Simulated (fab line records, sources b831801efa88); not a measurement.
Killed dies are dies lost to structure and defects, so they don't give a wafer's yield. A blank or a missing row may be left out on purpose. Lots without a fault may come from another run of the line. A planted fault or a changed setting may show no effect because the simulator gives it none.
fab line records | flow sky130
record lots=12 wafers=36 last_day=50
route steps=708 shown VT_ADJUST_HVTR@141 LI_CONTACT@364 METAL1@436 PAD_OPEN@708
lots that met no fault: from a run of the same line without faults
start_h: hours from the record's first day to the start of the lot's first wafer shown | wait_h: hours since the lot's step before | " the same as in the row above | L1.1+2: a row that stands for several wafers | - no value, or no start given | * or withheld: withheld | < > ~ a bound
route shown NAME@n: a module of which the file shows steps, and the number in the route of the first | usual: mean/standard deviation of fault-free wafers | same: alike in all rows | chamber/n: place in a boat | sites: the reading at each site | _std_site: their standard deviation | _edge_site: outer sites' mean less inner sites' | radius_mm: how far each site lies from the wafer's centre | mask NAME#n: copy n | behind: the tool/chamber that last shaped the wafer | hold: why the lot was held/for how many hours/how that ended | device: the transistor (n, p or np) that didn't switch | end of line: the same wafers' tests at the end of the route | a step without rows: its recipe alone | killed: dies lost to structure and defects at the first sort, not the wafer's yield | map: a wafer's dies, x killed, . not, _ none there
set.NAME: the setting as run; set.NAME@STEP: as run at that earlier step | model.NAME: the simulator's own value behind a step, which no gauge read
steps of the route over a sample of lots; a table a step, a row a wafer
services: from which hour (start_h, from the record's first day; less than 0 if before it) a tool's chamber was out of use, for how many hours, and why
## steps
# step SKY_VT_ADJUST_HVTR_STRIP_10
# recipe chemistry=O2/N2 power_w=1400 pressure_mtorr=1500 platen_temp_c=withheld o2_flow_sccm=3000 n2_flow_sccm=300 overash_fraction=0.5
# usual drypump_motor_current_A=5.4/0.53 n2_flow_sccm=299.9/0.84 oes_product_au=0.716/0.0044 strip_time_to_endpoint_s=14.16/0.035
# columns lot.wafer tool chamber start_h wait_h drypump_motor_current_A n2_flow_sccm oes_product_au rf_hours_counter_h strip_time_to_endpoint_s
L254.1 plasma_asher-03 0 200.49 0.1 5.7 300.1 0.713 8 14.10
L254.4 " 0 " " 5.7 298.3 0.713 - 14.13
L254.5 " 0 " " 5.7 299.6 0.713 - 14.13
L255.1 plasma_asher-03 0 206.51 0.1 5.7 298.6 0.723 9 14.13
L255.4 " 0 " " 5.7 298.9 0.717 - 14.16
L255.5 " 0 " " 5.7 299.5 0.720 - 14.12
L256.2 plasma_asher-01 1 219.96 0.1 5.5 299.6 0.720 53 14.16
L256.5 " 0 " " 5.0 300.4 0.714 - 14.14
L256.6 " 1 " " 5.5 298.9 0.716 - 14.19
L258.2 plasma_asher-01 1 232.72 0.1 5.5 301.1 0.712 54 14.19
L258.5 " 0 " " 4.9 300.3 0.721 - 14.18
L258.6 " 1 " " 5.5 301.4 0.719 - 14.16
L261.1 plasma_asher-03 0 259.42 0.1 5.7 299.0 0.715 14 14.20
L261.2 " 1 " " 4.6 300.4 0.713 14 14.23
L261.5 " 1 " " 4.7 300.2 0.714 - 14.18
L263.1 plasma_asher-02 1 273.17 0.1 5.8 301.3 0.711 61 14.18
L263.4 " 1 " " 5.8 302.1 0.714 - 14.12
L263.6 " 0 " " 6.2 299.5 0.710 - 14.15
L265.3 plasma_asher-03 1 283.85 0.1 4.6 301.1 0.892 - -
L265.4 " 0 " " 5.7 300.2 0.888 - -
L265.6 " 1 " " 4.6 300.4 0.889 - -
L272.1 plasma_asher-03 0 333.40 0.1 5.7 300.8 0.709 21 14.13
L272.4 " 0 " " 5.7 299.8 0.721 - 14.18
L272.6 " 1 " " 4.6 300.3 0.720 - 14.14
L273.2 plasma_asher-02 0 340.87 0.1 6.2 299.9 0.716 68 14.09
L273.3 " 0 " " 6.2 300.7 0.717 - 14.13
L273.6 " 0 " " 6.2 300.7 0.718 - 14.14
L274.1 plasma_asher-02 0 351.06 0.1 6.2 300.4 0.723 69 14.14
L274.2 " 1 " " 5.8 298.0 0.710 69 14.08
L274.3 " 0 " " 6.2 300.2 0.717 - 14.10
L276.2 plasma_asher-03 0 368.00 0.1 5.7 299.9 0.709 25 14.14
L276.3 " 0 " " 5.7 300.3 0.716 - 14.14
L276.4 " 1 " " 4.6 300.2 0.720 - 14.15
L277.1 plasma_asher-01 0 374.50 0.1 4.9 301.1 0.706 68 14.16
L277.3 " 1 " " 5.5 300.4 0.717 - 14.15
L277.4 " 0 " " 5.0 300.0 0.719 - 14.12
# step SKY_LI_CONTACT_CMP_02
# recipe material=PSG down_force_psi=4 platen_rpm=60 pad_velocity_m_s=0.94248
# usual motor_current_A=11.4/1 slurry_flow_ml_min=150.0/0.46 time_to_endpoint_s=30.8/2.4
# columns lot.wafer tool chamber start_h wait_h motor_current_A slurry_flow_ml_min time_to_endpoint_s
L254.4 cmp-01 3 643.03 0.1 11.7 149.9 30.9
L254.1 " 0 " " 12.8 149.5 28.3
L254.5 " 1 " " 10.0 150.2 32.1
L255.1 cmp-01 1 648.98 0.1 9.4 150.6 32.8
L255.4 " 2 " " 11.1 149.4 31.1
L255.5 " 3 " " 13.4 150.0 33.3
L256.2 cmp-02 1 666.35 0.1 11.6 150.2 29.0
L256.6 " 0 " " 11.8 150.1 29.1
L256.5 " 1 " " 11.3 149.9 27.0
L258.2 cmp-01 1 681.14 0.0 10.0 149.7 28.0
L258.5 " 1 " " 9.5 150.7 31.4
L258.6 " 2 " " 10.3 150.4 28.6
L261.2 cmp-01 0 714.64 0.1 12.7 150.7 28.0
L261.1 " 2 " " 11.2 150.4 27.9
L261.5 " 0 " " 13.3 150.2 29.2
L263.4 cmp-02 3 724.45 0.0 11.6 150.2 33.5
L263.1 " 2 " " 9.7 150.4 32.5
L263.6 " 0 " " 11.8 150.3 32.6
L265.3 cmp-02 3 737.94 0.0 12.0 150.7 30.6
L265.4 " 2 " " 9.8 149.6 32.2
L265.6 " 3 " " 11.7 151.0 33.3
L272.4 cmp-01 3 788.64 0.0 12.3 149.7 30.2
L272.1 " 0 " " 12.6 149.4 27.2
L272.6 " 3 " " 12.6 150.0 30.4
L273.3 cmp-01 2 795.01 0.0 11.1 149.9 28.7
L273.2 " 1 " " 10.5 150.3 29.8
L273.6 " 3 " " 12.6 149.6 30.4
L274.3 cmp-02 1 803.33 0.1 11.1 150.7 33.8
L274.2 " 2 " " 9.9 149.8 31.8
L274.1 " 3 " " 12.0 149.7 32.2
L276.4 cmp-01 3 817.63 0.0 11.8 149.4 32.9
L276.3 " 1 " " 9.9 149.8 35.2
L276.2 " 2 " " 11.2 150.2 28.8
L277.1 cmp-02 3 819.44 0.1 11.2 150.2 31.6
L277.3 " 0 " " 11.5 150.0 34.0
L277.4 " 1 " " 11.7 149.8 31.9
# step SKY_METAL1_SPUTTER_02
# recipe material=AlCu target_thk_nm=250 power_w=10600 time_s=13.3 chamber_pressure_pa=0.4
# usual throttle_valve_pct=29.6/0.63
# columns lot.wafer tool chamber start_h wait_h throttle_valve_pct
L254.1 pvd_sputter-03 - 730.05 0.0 29.5
L254.4 " - " " 30.0
L254.5 " - " " 29.7
L255.1 pvd_sputter-03 - 737.84 0.0 29.6
L255.4 " - " " 29.7
L255.5 " - " " 30.0
L256.2 pvd_sputter-03 - 753.93 0.0 29.4
L256.5 " - " " 28.8
L256.6 " - " " 29.8
L258.2 pvd_sputter-04 - 769.74 0.0 29.0
L258.5 " - " " 29.3
L258.6 " - " " 29.7
L261.1 pvd_sputter-03 - 799.04 0.0 28.8
L261.2 " - " " 29.2
L261.5 " - " " 29.4
L263.1 pvd_sputter-04 - 809.48 0.0 29.1
L263.4 " - " " 29.8
L263.6 " - " " 30.2
L265.3 pvd_sputter-02 - 822.31 0.0 29.1
L265.4 " - " " 30.8
L265.6 " - " " 30.3
L272.1 pvd_sputter-04 - 871.48 0.0 29.2
L272.4 " - " " 28.9
L272.6 " - " " 29.1
L273.2 pvd_sputter-03 - 877.89 0.0 29.1
L273.3 " - " " 28.7
L273.6 " - " " 28.8
L274.1 pvd_sputter-02 - 886.19 0.0 28.9
L274.2 " - " " 29.6
L274.3 " - " " 30.8
L276.2 pvd_sputter-04 - 900.13 0.0 30.6
L276.3 " - " " 29.4
L276.4 " - " " 29.2
L277.1 pvd_sputter-03 - 901.31 0.0 29.0
L277.3 " - " " 29.1
L277.4 " - " " 29.6
# step SKY_METAL1_ETCH_18
# recipe chemistry=N2/H2 target=BARC ion_energy_ev=200 bias_w=100 pressure_mtorr=30 n2_flow_sccm=100 h2_flow_sccm=200 icp_w=500 stop_on=SiO2 time_s=45.9 target_depth_a=600
# usual drypump_motor_current_A=5.5/0.54 he_backside_leak_sccm=3.19/0.17 n2_flow_sccm=100.01/0.29 oes_product_au=0.854/0.0047 rf_fwd_power_W=495.1/1.8 throttle_valve_pct=13.225/0.0092
# columns lot.wafer tool chamber start_h wait_h drypump_motor_current_A he_backside_leak_sccm n2_flow_sccm oes_product_au rf_fwd_power_W rf_hours_counter_h throttle_valve_pct
L254.1 rie_metal-03 0 757.60 0.0 5.5 3.17 99.82 0.848 494.9 8.1 13.233
L254.4 " 0 " " 5.5 3.13 99.50 0.859 496.6 - 13.216
L254.5 " 0 " " 5.5 3.11 99.65 0.848 495.3 - 13.229
L255.1 rie_metal-04 0 764.68 0.1 5.1 2.94 100.24 0.853 491.3 5.3 13.219
L255.4 " 0 " " 5.1 3.18 99.82 0.855 493.9 - 13.222
L255.5 " 0 " " 5.1 3.07 99.99 0.861 492.7 - 13.233
L256.2 rie_metal-01 1 781.20 0.0 5.3 3.32 100.57 0.860 493.6 9.1 13.217
L256.5 " 0 " " 4.9 3.10 100.41 0.858 496.0 - 13.215
L256.6 " 1 " " 5.3 3.20 100.49 0.851 495.3 - 13.240
L258.2 rie_metal-01 0 796.21 0.0 4.9 3.40 100.40 0.853 495.6 6.8 13.214
L258.5 " 1 " " 5.3 3.17 100.24 0.852 493.2 - 13.227
L258.6 " 0 " " 4.9 3.30 99.99 0.851 495.7 - 13.225
L261.1 rie_metal-03 1 825.80 0.0 6.4 3.49 99.98 0.863 496.0 6.4 13.227
L261.2 " 0 " " 5.5 3.23 99.85 0.857 498.8 10.0 13.218
L261.5 " 1 " " 6.4 3.61 99.96 0.855 493.8 - 13.233
L263.1 rie_metal-01 1 836.25 0.0 5.3 3.25 100.13 0.859 493.6 11.1 13.228
L263.4 " 1 " " 5.4 3.27 100.52 0.861 492.0 - 13.235
L263.6 " 1 " " 5.3 3.23 99.97 0.848 493.1 - 13.226
L265.3 rie_metal-03 0 848.42 0.0 5.5 2.99 99.72 0.850 496.3 - 13.224
L265.4 " 1 " " 6.4 3.23 100.11 0.852 498.2 - 13.225
L265.6 " 0 " " 5.5 2.95 100.03 0.847 496.7 - 13.223
L272.1 rie_metal-03 0 896.60 0.0 5.5 3.19 100.11 0.858 497.2 12.5 13.217
L272.4 " 0 " " 5.5 3.24 100.29 0.855 495.9 - 13.220
L272.6 " 0 " " 5.5 3.53 100.11 0.847 497.1 - 13.229
L273.2 rie_metal-03 0 903.49 0.0 5.5 2.78 99.40 0.854 495.1 12.8 13.225
L273.3 " 0 " " 5.5 3.22 100.01 0.845 495.6 - 13.240
L273.6 " 1 " " 6.5 3.33 99.63 0.862 495.9 - 13.218
L274.1 rie_metal-01 1 911.45 0.0 5.3 3.29 100.20 0.856 493.5 14.6 13.233
L274.2 " 0 " " 4.9 2.91 99.75 0.856 493.1 11.8 13.230
L274.3 " 1 " " 5.3 3.28 100.22 0.856 493.0 - 13.223
L276.2 rie_metal-04 1 924.29 0.0 5.7 2.88 100.21 0.848 495.1 6.6 13.241
L276.3 " 0 " " 5.1 2.98 100.13 0.849 493.8 - 13.231
L276.4 " 1 " " 5.7 2.89 99.76 0.848 494.8 - 13.217
L277.1 rie_metal-01 1 926.00 0.0 5.4 3.13 99.67 0.853 493.2 15.4 13.222
L277.3 " 0 " " 4.9 3.36 99.97 0.858 494.2 - 13.231
L277.4 " 1 " " 5.4 3.17 99.92 0.853 492.8 - 13.214
# step SKY_PAD_OPEN_PROBE_99
# usual killed_at_M0_to_M3=43/6.9 killed_at_M4_up=3.2/2 killed_at_contacts=25/5.1 killed_at_front_end=15/4.5 killed_at_other=0.2/0.51 killed_dies=85/9.5 killed_on_rim=16/3.7 killed_open=48/6.9 killed_short=38/6.7
# same gross_dies=492 killed_at_back_side=0
# columns lot.wafer tool chamber start_h wait_h killed_at_M0_to_M3 killed_at_M4_up killed_at_contacts killed_at_front_end killed_at_other killed_dies killed_on_rim killed_open killed_short
L265.3 prober-01 - 1139.44 0.2 44 7 20 10 0 81 17 43 38
L265.4 prober-01 - 1139.49 0.2 43 6 26 21 0 96 20 58 38
L265.6 prober-01 - 1139.59 0.2 60 2 27 15 0 104 22 56 48
L273.2 prober-01 - 1178.01 0.1 57 2 14 11 0 84 17 45 39
L276.2 prober-02 - 1192.85 0.1 55 7 27 16 1 106 13 54 52
L276.3 prober-02 - 1192.90 0.2 36 2 31 18 0 87 17 43 44
L276.4 prober-02 - 1192.95 0.2 46 1 30 11 0 88 21 54 34
L277.1 prober-01 - 1194.58 0.1 24 2 29 15 0 70 13 39 31
L277.3 prober-01 - 1194.68 0.2 39 2 33 12 0 86 14 49 37
L277.4 prober-01 - 1194.73 0.2 36 3 18 16 0 73 18 44 29
# killed by level:class
L265.3 VIA1:geometric_particle:open=10 CONTACT:geometric_particle:open=7 VIA3:geometric_particle:open=7 METAL2:geometric_particle:short=6 METAL4:geometric_particle:short=5 LOCAL_INTERCONNECT:geometric_particle:short=5 CONTACT:geometric_particle:short=5 VIA1:geometric_particle:short=4
L265.4 VIA1:geometric_particle:open=13 CONTACT:geometric_particle:open=10 VIA3:geometric_particle:open=9 FIELD_ISO:geometric_particle:short=8 LI_CONTACT:geometric_particle:open=8 FIELD_ISO:geometric_particle:open=5 METAL4:geometric_particle:short=5 METAL2:geometric_particle:short=5
L265.6 VIA1:geometric_particle:open=19 VIA2:geometric_particle:open=11 LI_CONTACT:geometric_particle:open=7 CONTACT:geometric_particle:open=7 CONTACT:geometric_particle:short=7 FIELD_ISO:geometric_particle:short=6 METAL3:geometric_particle:short=6 LOCAL_INTERCONNECT:geometric_particle:short=5
L273.2 VIA3:geometric_particle:open=10 METAL1:geometric_particle:short=8 METAL2:geometric_particle:short=8 VIA1:geometric_particle:open=7 VIA1:geometric_particle:short=6 VIA2:geometric_particle:open=6 FIELD_ISO:geometric_particle:open=5 LI_CONTACT:geometric_particle:open=5
L276.2 VIA1:geometric_particle:open=14 VIA1:geometric_particle:short=8 VIA3:geometric_particle:open=8 LI_CONTACT:geometric_particle:open=7 CONTACT:geometric_particle:open=6 CONTACT:geometric_particle:short=6 METAL4:geometric_particle:short=6 FIELD_ISO:geometric_particle:short=5
L276.3 VIA1:geometric_particle:open=9 LI_CONTACT:geometric_particle:open=8 FIELD_ISO:geometric_particle:short=7 VIA3:geometric_particle:open=6 LOCAL_INTERCONNECT:geometric_particle:short=6 CONTACT:geometric_particle:open=6 POLY_GATE:geometric_particle:short=5 LI_CONTACT:geometric_particle:short=5
L276.4 VIA3:geometric_particle:open=13 CONTACT:geometric_particle:open=10 LI_CONTACT:geometric_particle:open=8 VIA1:geometric_particle:open=8 VIA2:geometric_particle:open=5 VIA1:geometric_particle:short=5 LI_CONTACT:geometric_particle:short=4 LOCAL_INTERCONNECT:geometric_particle:short=4
L277.1 CONTACT:geometric_particle:open=13 VIA1:geometric_particle:open=7 LI_CONTACT:geometric_particle:open=5 POLY_GATE:geometric_particle:open=4 LI_CONTACT:geometric_particle:short=4 LOCAL_INTERCONNECT:geometric_particle:short=4 POLY_GATE:geometric_particle:short=3 METAL1:geometric_particle:short=3
L277.3 VIA1:geometric_particle:open=11 CONTACT:geometric_particle:open=10 LI_CONTACT:geometric_particle:open=8 CONTACT:geometric_particle:short=7 VIA3:geometric_particle:open=6 POLY_GATE:geometric_particle:open=5 LOCAL_INTERCONNECT:geometric_particle:short=5 VIA1:geometric_particle:short=5
L277.4 CONTACT:geometric_particle:open=11 VIA3:geometric_particle:open=9 METAL1:geometric_particle:short=7 FIELD_ISO:geometric_particle:short=5 VIA1:geometric_particle:open=5 METAL2:geometric_particle:short=4 VIA2:geometric_particle:open=4 METAL3:geometric_particle:short=4
## services
# columns tool chamber start_h hours kind
cmp-01 - 191.52 15.0 pm
cmp-01 - 209.77 0.2 repair
cmp-01 - 228.56 5.2 pm
cmp-01 - 233.76 4.0 pm
cmp-01 - 235.03 5.5 repair
cmp-01 - 236.84 2.3 repair
plasma_asher-03 - 265.75 1.4 repair
plasma_asher-03 - 314.61 1.6 repair
pvd_sputter-03 - 374.05 2.5 repair
cmp-01 - 389.10 0.8 repair
cmp-01 - 450.26 3.0 repair
plasma_asher-03 - 463.79 1.7 repair
cmp-01 - 541.85 7.1 pm
cmp-01 - 551.38 0.4 repair
cmp-01 - 559.79 0.9 repair
cmp-01 - 573.76 4.0 pm
cmp-01 - 620.21 1.0 repair
cmp-01 - 661.54 0.8 repair
cmp-01 - 814.12 0.2 repair
cmp-01 - 839.24 0.8 repair
cmp-01 - 848.31 5.1 repair
cmp-01 - 910.76 5.2 pm
cmp-01 - 915.96 4.0 pm
cmp-01 - 917.77 2.2 repair
## key
first_sign step=SKY_VT_ADJUST_HVTR_STRIP_10 reading=oes_product_au direction=up sigmas=39 usual=0.716 struck=0.890
effect none on later readings
met_at SKY_VT_ADJUST_HVTR_STRIP_10
struck_lots L265
tester_left_out L265
not_acting_at SKY_LI_CONTACT_CMP_02,SKY_METAL1_SPUTTER_02,SKY_METAL1_ETCH_18
onset_between 259.42 283.85
fault kind=strip_aborted tool=plasma_asher-03 chamber=- onset_h=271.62 steps=SKY_VT_ADJUST_HVTR_STRIP_10 offset=0.26379 end_h=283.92
# tester_left_out: of these lots the tester's yield and bins aren't shown, on N5 and GAA mostly nor the transistor test; their killed dies are dies lost to structure and defects alone, not to doping, threshold or leakage, so they don't give the yield
